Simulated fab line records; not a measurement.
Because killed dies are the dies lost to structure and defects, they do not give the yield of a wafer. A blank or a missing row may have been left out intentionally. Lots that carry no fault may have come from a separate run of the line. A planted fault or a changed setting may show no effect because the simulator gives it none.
Chamber matching -- flow gf180mcu -- 4 sister chambers for GF_CONTACT_CMP_27 on cmp-01
The step polishes, stops on SiO2, t overpolish 15 s, target thk 0 nm. 8 wafers are shown with their chamber, then 7 later ones without.

## WAFERS, EACH WITH ITS CHAMBER
wafer,chamber,motorCurrentA (A),timeToEndpointS (s)
L696.4,0,9.9,76.2
L698.3,2,10.5,73.9
L698.5,0,10.1,74.8
L700.2,2,10.2,75.0
L702.2,1,10.9,71.8
L702.3,3,9.8,69.6
L702.6,3,9.7,73.4
L707.1,1,11.1,74.9

## WAFERS WITHOUT THEIR CHAMBER
wafer,motorCurrentA (A),timeToEndpointS (s)
L707.2,10.4,73.3
L707.4,10.2,74.2
L709.2,10.0,70.6
L709.3,11.0,72.0
L709.5,10.1,73.5
L710.1,10.6,76.1
L710.3,9.7,68.9

## WHICH CHAMBER EACH WENT THROUGH
wafer,from the rows above,in truth
L707.2,2,2
L707.4,can't be placed: 2 or 0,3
L709.2,can't be placed: 3 or 0 or 2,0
L709.3,1,1
L709.5,can't be placed: 0 or 2 or 3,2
L710.1,can't be placed: 2 or 1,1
L710.3,3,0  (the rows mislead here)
Correct placement for 2 of the 7. These rows do not allow placing 4 (true chamber among the candidates in 3). Placed wrongly: 1.
How it was worked out, from the rows above alone: a wafer's distance from a chamber is the root of the sum, over the readings, of the square of ((its reading less the chamber's mean) divided by the reading's scatter). The wafer belongs to the nearest chamber; if the next one is less than 2 further off, it can't be placed. Each chamber's mean is taken over the wafers shown for it. The scatter: take each reading less its chamber's mean, square it, sum over the shown wafers, divide by the number of wafers less the number of chambers, and take the root.
